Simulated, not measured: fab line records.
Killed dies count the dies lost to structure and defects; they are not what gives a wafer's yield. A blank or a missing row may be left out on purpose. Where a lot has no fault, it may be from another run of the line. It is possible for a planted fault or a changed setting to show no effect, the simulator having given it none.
fab line records	flow sky130
[record] lots = 6	wafers = 18	lastDay = 50
route steps=708 shown LOCAL_INTERCONNECT@402 CONTACT@406
lots that met no fault: from a run of the same line without faults
startH: hours from the record's opening day to when the first of the lot's shown wafers began	waitH: hours from the lot's prior step to this one	" as in the row above	L1.1+2: a single row standing in for several wafers	- value missing, or start not given	* or withheld: withheld	< > ~ a bound
route shown NAME@n: names a module that has steps shown in the file, with the first one's number in the route	usual: average and standard deviation across the fault-free wafers	same: alike in all rows	chamber/n: place in a boat	sites: each site's reading	_std_site: the standard deviation of these	_edge_site: mean of outer sites minus mean of inner sites	radiusMm: how far each site lies from the wafer's centre	mask NAME#n: copy n	behind: the last tool/chamber to shape the wafer	hold: what put the lot on hold/how long, in hours/how the hold closed	device: whichever transistor did not switch (one of n, p or np)	end of line: at the end of the route, the tests of the same wafers	a step with no rows: only its recipe	killed: at the first sort, the dies lost to defects and structure; wafer yield is something else	map: dies across one wafer; x = killed, . = not, _ = none there
set.NAME: the setting as run; set.NAME@STEP: as run at that earlier step	model.NAME: the simulator's own value behind a step, which no gauge read
certain route steps with their lots: each step a table, each wafer a row
services: the hour from which a tool's chamber was out of use, counted from the record's first day as startH (under 0 if before that day), plus the number of hours and why
[[steps]]
[step SKY_LOCAL_INTERCONNECT_STRIP_15]
[recipe] chemistry = O2/N2	powerW = 1400	pressureMtorr = 1500	platenTempC = withheld	o2FlowSccm = 3000	n2FlowSccm = 300	overashFraction = 0.5
[usual] drypumpMotorCurrentA = 5.6/0.58	oesProductAu = 0.427/0.0047	stripTimeToEndpointS = 4.715/0.021
lot.wafer	tool	chamber	startH	waitH	drypumpMotorCurrentA	oesProductAu	rfHoursCounterH	stripTimeToEndpointS
L973.1	plasmaAsher-03	1	705.23	0.1	5.3	0.420	88	4.742
L973.4	"	1	"	"	5.3	0.434	-	4.723
L973.6	"	0	"	"	5.8	0.428	-	4.753
L980.3	plasmaAsher-03	1	791.98	0.1	5.3	0.429	-	4.693
L980.4	"	0	"	"	5.8	0.420	-	4.720
L980.6	"	1	"	"	5.3	0.426	-	4.696
L984.1	plasmaAsher-04	0	798.49	0.0	6.4	0.427	5	4.739
L984.4	"	0	"	"	6.5	0.425	-	4.739
L984.6	"	1	"	"	4.7	0.430	-	4.751
L985.4	plasmaAsher-01	1	807.43	0.1	5.5	0.428	-	4.705
L985.5	"	1	"	"	5.4	0.427	-	4.725
L985.6	"	0	"	"	6.2	0.432	-	4.699
L992.1	plasmaAsher-01	1	850.89	0.0	5.5	0.426	67	4.729
L992.5	"	0	"	"	6.2	0.436	-	4.682
L992.6	"	1	"	"	5.5	0.426	-	4.721
L994.2	plasmaAsher-01	0	870.14	0.0	6.2	0.428	69	4.684
L994.5	"	1	"	"	5.4	0.431	-	4.698
L994.6	"	0	"	"	6.2	0.429	-	4.703
[step SKY_LOCAL_INTERCONNECT_STRIP_16]
[recipe] chemistry = postEtchResidueRemover	timeS = 1200	tempC = 72.5
[step SKY_LOCAL_INTERCONNECT_CLEAN_17]
[recipe] chemistry = IPA	timeS = 180	tempC = 25
[step SKY_LOCAL_INTERCONNECT_CLEAN_18]
[recipe] chemistry = O3/DIW	dry = n2Spin
[step SKY_CONTACT_CVD_00]
[recipe] material = Si3N4	targetThkNm = 75	tempC = 400	timeS = withheld	rfW = 450
[usual] heaterPowerW = 762/130
lot.wafer	tool	chamber	startH	waitH	heaterPowerW
L973.1	pecvd-03	1	705.83	0.0	504
L973.4	"	2	"	"	871
L973.6	"	0	"	"	716
L980.3	pecvd-02	0	792.55	0.0	834
L980.4	"	2	"	"	889
L980.6	"	1	"	"	723
L984.1	pecvd-02	1	799.12	0.0	802
L984.4	"	1	"	"	789
L984.6	"	0	"	"	780
L985.4	pecvd-04	1	808.01	0.0	601
L985.5	"	0	"	"	667
L985.6	"	2	"	"	929
L992.1	pecvd-03	1	851.50	0.0	601
L992.5	"	1	"	"	601
L992.6	"	2	"	"	843
L994.2	pecvd-03	0	870.73	0.0	856
L994.5	"	2	"	"	880
L994.6	"	0	"	"	720
[step SKY_CONTACT_THK_MEAS_01]
[recipe] reads = Si3N4_of_CONTACT_CVD_00
[usual] CONTACT_CVD_00_THK = 74.9/1.2
lot.wafer	tool	chamber	startH	waitH	CONTACT_CVD_00_THK[nm]
L973.1	filmMetro-01	-	705.86	-	75.7
L973.4	"	-	"	"	75.9
L973.6	"	-	"	"	75.6
L980.3	filmMetro-01	-	792.60	-	73.9
L980.4	"	-	"	"	74.6
L980.6	"	-	"	"	73.9
L984.1	filmMetro-04	-	799.15	-	72.3
L984.4	"	-	"	"	72.3
L984.6	"	-	"	"	75.4
L985.4	filmMetro-02	-	808.05	-	76.6
L985.5	"	-	"	"	76.1
L985.6	"	-	"	"	75.2
L992.1	filmMetro-02	-	851.53	-	75.4
L992.5	"	-	"	"	75.9
L992.6	"	-	"	"	73.6
L994.2	filmMetro-02	-	870.79	-	73.9
L994.5	"	-	"	"	73.1
L994.6	"	-	"	"	75.1
[step SKY_CONTACT_HDPCVD_02]
[recipe] material = SiO2	targetThkNm = 565	sigmaOpenFrac = 0.3	timeS = 94.2	tempC = 600	sih4FlowSccm = 60	pressureMtorr = 6
[step SKY_CONTACT_THK_MEAS_03]
[recipe] reads = SiO2_of_CONTACT_HDPCVD_02
[usual] CONTACT_HDPCVD_THK = 566/5.2
lot.wafer	tool	chamber	startH	waitH	CONTACT_HDPCVD_THK[nm]
L973.1	filmMetro-01	-	705.99	0.0	564
L973.4	"	-	"	"	564
L973.6	"	-	"	"	569
L980.3	filmMetro-02	-	792.73	0.1	568
L980.4	"	-	"	"	568
L980.6	"	-	"	"	568
L984.1	filmMetro-01	-	799.28	0.0	561
L984.4	"	-	"	"	564
L984.6	"	-	"	"	569
L985.4	filmMetro-04	-	808.18	0.0	566
L985.5	"	-	"	"	571
L985.6	"	-	"	"	556
L992.1	filmMetro-01	-	851.66	0.0	568
L992.5	"	-	"	"	571
L992.6	"	-	"	"	574
L994.2	filmMetro-04	-	870.92	0.0	567
L994.5	"	-	"	"	568
L994.6	"	-	"	"	576
[step SKY_CONTACT_CMP_04]
[recipe] material = SiO2	downForcePsi = 4	platenRpm = 60	padVelocityMS = 0.94248
[usual] motorCurrentA = 12.6/1.8	retainingRingPressureFrac = 0.999/0.0052	timeToEndpointS = 81/4.1
lot.wafer	tool	chamber	startH	waitH	motorCurrentA	retainingRingPressureFrac	timeToEndpointS
L973.4	cmp-01	3	706.10	0.1	9.5	0.998	78
L973.1	"	0	"	"	11.4	0.989	75
L973.6	"	2	"	"	13.6	0.996	86
L980.3	cmp-02	1	792.77	0.0	11.7	0.996	87
L980.4	"	2	"	"	13.1	0.993	78
L980.6	"	1	"	"	11.8	0.996	89
L984.1	cmp-01	1	799.34	0.1	13.7	1.009	80
L984.4	"	3	"	"	9.6	0.999	81
L984.6	"	2	"	"	15.2	0.994	83
L985.4	cmp-02	3	808.31	0.1	15.0	0.997	86
L985.6	"	1	"	"	11.5	1.006	83
L985.5	"	2	"	"	12.9	1.004	83
L992.1	cmp-01	1	851.87	0.2	13.5	0.999	82
L992.6	"	2	"	"	14.0	0.995	85
L992.5	"	3	"	"	9.8	1.001	80
L994.2	cmp-02	1	871.07	0.1	11.5	1.005	84
L994.6	"	3	"	"	14.4	0.992	87
L994.5	"	0	"	"	11.3	1.003	77
[step SKY_CONTACT_BOW_MEAS_05]
[recipe] mode = bow
[usual] CONTACT_BOW = 81/8.1
lot.wafer	tool	chamber	startH	waitH	CONTACT_BOW[um]
L973.1	filmMetro-04	-	706.35	0.1	87
L973.4	"	-	"	"	92
L973.6	"	-	"	"	83
L980.3	filmMetro-02	-	793.11	0.3	90
L980.4	"	-	"	"	87
L980.6	"	-	"	"	83
L984.1	filmMetro-01	-	799.64	0.2	72
L984.4	"	-	"	"	64
L984.6	"	-	"	"	79
L985.4	filmMetro-01	-	808.57	0.2	83
L985.5	"	-	"	"	72
L985.6	"	-	"	"	80
L992.1	filmMetro-04	-	852.02	0.1	76
L992.5	"	-	"	"	83
L992.6	"	-	"	"	81
L994.2	filmMetro-01	-	871.29	0.2	76
L994.5	"	-	"	"	74
L994.6	"	-	"	"	64
[step SKY_CONTACT_DEHYDRATE_06]
[recipe] tempC = 200	timeS = 60
[step SKY_CONTACT_HMDS_07]
[recipe] primeTimeS = 60	primeTempC = 120
[step SKY_CONTACT_COAT_08]
[recipe] resist = BARC	tempC = withheld	timeS = withheld	spinRpm = 3000	resistThkNm = 60
[usual] exhaustPa = 45.0/0.99	spinSpeedRpm = 3000.1/2
lot.wafer	tool	chamber	startH	waitH	exhaustPa	spinSpeedRpm
L973.1	lithoTrack-04	0	720.52	0.1	44.4	3000.2
L973.4	"	0	"	"	44.5	2997.2
L973.6	"	0	"	"	44.3	3001.4
L980.3	lithoTrack-01	0	805.48	0.1	45.6	2997.9
L980.4	"	0	"	"	46.6	2998.7
L980.6	"	0	"	"	45.9	2998.5
L984.1	lithoTrack-03	0	813.01	0.1	45.7	2998.7
L984.4	"	0	"	"	44.9	3002.1
L984.6	"	0	"	"	44.4	3001.7
L985.4	lithoTrack-03	0	821.89	0.1	44.3	3002.7
L985.5	"	0	"	"	42.8	2999.1
L985.6	"	0	"	"	43.9	2999.3
L992.1	lithoTrack-04	0	864.23	0.1	45.7	2728.5
L992.5	"	0	"	"	44.9	2736.0
L992.6	"	0	"	"	44.8	2730.5
L994.2	lithoTrack-04	0	883.15	0.1	46.0	2733.8
L994.5	"	0	"	"	44.5	2739.3
L994.6	"	0	"	"	45.9	2736.5
[step SKY_CONTACT_COAT_09]
[recipe] resist = KrF-thick	spinRpm = 3000	resistThkNm = 450
[step SKY_CONTACT_SOFTBAKE_10]
[recipe] tempC = 100	timeS = 90	resist = KrF-thick
[step SKY_CONTACT_EXPOSE_11]
[recipe] maskId = CTM1	na = 0.8	sourceShape = annular	sigmaInner = 0.55	sigmaOuter = 0.85	targetCdNm = 170	doseMj = 38
[step SKY_CONTACT_PEB_12]
[recipe] pebTempC = withheld	pebTimeS = withheld	resist = KrF-thick
[step SKY_CONTACT_DEVELOP_13]
[recipe] developTimeS = 60	resist = KrF-thick	devTempC = 21
[step SKY_CONTACT_CD_MEAS_14]
[recipe] targetCdNm = 170
[usual] cdNm = 169.9/1.5
lot.wafer	tool	chamber	startH	waitH	cdNm
L973.1	cdSem-01	-	734.72	-	169.8
L973.4	"	-	"	"	170.8
L973.6	"	-	"	"	169.6
L980.3	cdSem-02	-	819.16	-	168.5
L980.4	"	-	"	"	169.6
L980.6	"	-	"	"	170.6
L984.1	cdSem-02	-	826.53	-	172.8
L984.4	"	-	"	"	171.8
L984.6	"	-	"	"	171.4
L985.4	cdSem-02	-	835.59	-	172.0
L985.5	"	-	"	"	172.0
L985.6	"	-	"	"	171.7
L992.1	cdSem-01	-	877.18	-	167.7
L992.5	"	-	"	"	168.0
L992.6	"	-	"	"	167.1
L994.2	cdSem-02	-	897.14	-	169.9
L994.5	"	-	"	"	170.2
L994.6	"	-	"	"	171.4
[step SKY_CONTACT_OVL_MEAS_15]
[usual] CONTACT_OVL = 4/5.3
lot.wafer	tool	chamber	startH	waitH	CONTACT_OVL[nm]
L973.1	overlay-01	-	734.84	0.1	11
L973.4	"	-	"	"	9
L973.6	"	-	"	"	13
L980.3	overlay-02	-	819.25	0.1	2
L980.4	"	-	"	"	7
L980.6	"	-	"	"	4
L984.1	overlay-02	-	826.65	0.1	-6
L984.4	"	-	"	"	-2
L984.6	"	-	"	"	4
L985.4	overlay-02	-	835.67	0.1	8
L985.5	"	-	"	"	0
L985.6	"	-	"	"	10
L992.1	overlay-02	-	877.30	0.1	3
L992.5	"	-	"	"	6
L992.6	"	-	"	"	14
L994.2	overlay-01	-	897.24	0.1	7
L994.5	"	-	"	"	0
L994.6	"	-	"	"	8
[step SKY_CONTACT_ETCH_16]
[recipe] chemistry = N2/H2	target = BARC	ionEnergyEv = 200	sourceW = 500	biasW = 100	pressureMtorr = 30	n2FlowSccm = 100	h2FlowSccm = 200	stopOn = SiO2	timeS = 45.9	targetDepthA = 600
[usual] drypumpMotorCurrentA = 5.8/0.38	oesProductAu = 0.855/0.0049	throttleValvePct = 13.225/0.008
lot.wafer	tool	chamber	startH	waitH	drypumpMotorCurrentA	oesProductAu	rfHoursCounterH	throttleValvePct	model.etch.depthNm
L973.1	rieDiel-04	2	734.88	0.0	6.0	0.866	0	13.225	60.06
L973.4	"	3	"	"	5.0	0.855	13	13.218	59.97
L973.6	"	3	"	"	5.0	0.847	-	13.231	60.09
L980.3	rieDiel-04	2	819.27	0.0	6.0	0.854	2	13.226	60.19
L980.4	"	0	"	"	5.3	0.856	25	13.226	60.06
L980.6	"	2	"	"	5.9	0.860	-	13.236	60.19
L984.1	rieDiel-04	1	826.69	0.0	5.6	0.851	17	13.229	60.07
L984.4	"	2	"	"	6.0	0.856	3	13.242	59.98
L984.6	"	0	"	"	5.3	0.853	-	13.222	60.1
L985.4	rieDiel-02	2	835.69	0.0	5.8	0.863	6	13.241	60.22
L985.5	"	2	"	"	5.8	0.854	-	13.225	60.12
L985.6	"	3	"	"	6.0	0.851	-	13.231	60.07
L992.1	rieDiel-03	2	877.34	0.0	6.2	0.873	15	13.231	62.96
L992.5	"	3	"	"	6.0	0.883	-	13.220	62.92
L992.6	"	0	"	"	6.2	0.884	-	13.230	62.86
L994.2	rieDiel-02	1	897.27	0.0	5.7	0.872	25	13.227	62.68
L994.5	"	2	"	"	5.8	0.876	-	13.233	63.16
L994.6	"	1	"	"	5.7	0.879	-	13.225	63.05
[step SKY_CONTACT_ETCH_17]
[recipe] target = SiO2	chemistry = C4F8/O2/Ar	stopOn = Si3N4	maskMaterial = KrF-thick	sourceW = 1500	biasW = 1200	pressureMtorr = 40	c4f8FlowSccm = withheld	O2_flow_sccm = 6	Ar_flow_sccm = 300	timeS = withheld	targetDepthA = 3400
[usual] oesProductAu = 0.891/0.0048
lot.wafer	tool	chamber	startH	waitH	oesProductAu
L973.1	rieDiel-04	2	734.92	0.0	0.884
L973.4	"	3	"	"	0.886
L973.6	"	3	"	"	0.897
L980.3	rieDiel-04	2	819.31	0.0	0.895
L980.4	"	0	"	"	0.895
L980.6	"	2	"	"	0.889
L984.1	rieDiel-04	1	826.73	0.0	0.893
L984.4	"	2	"	"	0.886
L984.6	"	0	"	"	0.901
L985.4	rieDiel-02	2	835.73	0.0	0.896
L985.5	"	2	"	"	0.886
L985.6	"	3	"	"	0.897
L992.1	rieDiel-03	2	877.38	0.0	0.900
L992.5	"	3	"	"	0.899
L992.6	"	0	"	"	0.890
L994.2	rieDiel-02	1	897.31	0.0	0.891
L994.5	"	2	"	"	0.888
L994.6	"	1	"	"	0.893
[[services]]
tool	chamber	startH	hours	kind
rieDiel-02	-	683.09	2.8	pm
cmp-01	-	686.40	0.2	repair
rieDiel-02	0	687.05	8.9	repair
rieDiel-04	2	691.94	2.3	repair
pecvd-03	2	699.77	3.6	repair
rieDiel-04	3	706.33	7.6	repair
cmp-01	-	732.94	5.1	pm
rieDiel-02	2	739.39	3.7	repair
rieDiel-03	0	750.57	6.8	repair
cmp-02	-	751.43	4.0	pm
plasmaAsher-03	-	765.19	2.8	pm
cmp-01	-	781.66	5.1	pm
cmp-01	-	788.21	1.5	repair
plasmaAsher-01	-	794.23	10.0	pm
cmp-02	-	809.67	6.1	repair
cmp-02	-	821.56	0.5	repair
plasmaAsher-01	-	827.18	2.3	repair
rieDiel-04	1	847.79	16.5	repair
rieDiel-02	3	848.95	6.5	repair
cmp-02	-	848.98	3.1	repair
cmp-02	-	852.05	6.3	pm
cmp-01	-	881.30	1.6	repair
pecvd-03	-	883.81	2.4	repair
rieDiel-04	1	886.79	6.4	repair
[[key]]
[firstSign] step = SKY_CONTACT_COAT_08	reading = spinSpeedRpm	direction = down	sigmas = 99+	usual = 3000.1	struck = 2734.1
[effect] step = SKY_CONTACT_ETCH_16	reading = oesProductAu	direction = up	sigmas = 4.7	usual = 0.855	struck = 0.878
[modelEffect] step = SKY_CONTACT_ETCH_16	value = etch.depthNm	without = 60.1	struck = 62.94
metAt SKY_CONTACT_COAT_08
struckWafers L992.1,L992.5,L992.6,L994.2,L994.5,L994.6
testerLeftOut L992,L994
onsetBetween 720.52 864.23
[fault] kind = processParameterDrift	tool = lithoTrack-04	chamber = -	onsetH = 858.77	steps = SKY_CONTACT_COAT_08	channel = spinRpm	offset = -264.53	shape = step	endH = 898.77	actsIn = theseRecipesOnly	stated = 3000
// testerLeftOut: of these lots the tester's yield and bins aren't shown, on N5 and GAA mostly nor the transistor test; their killed dies are dies lost to structure and defects alone, not to doping, threshold or leakage, so they don't give the yield
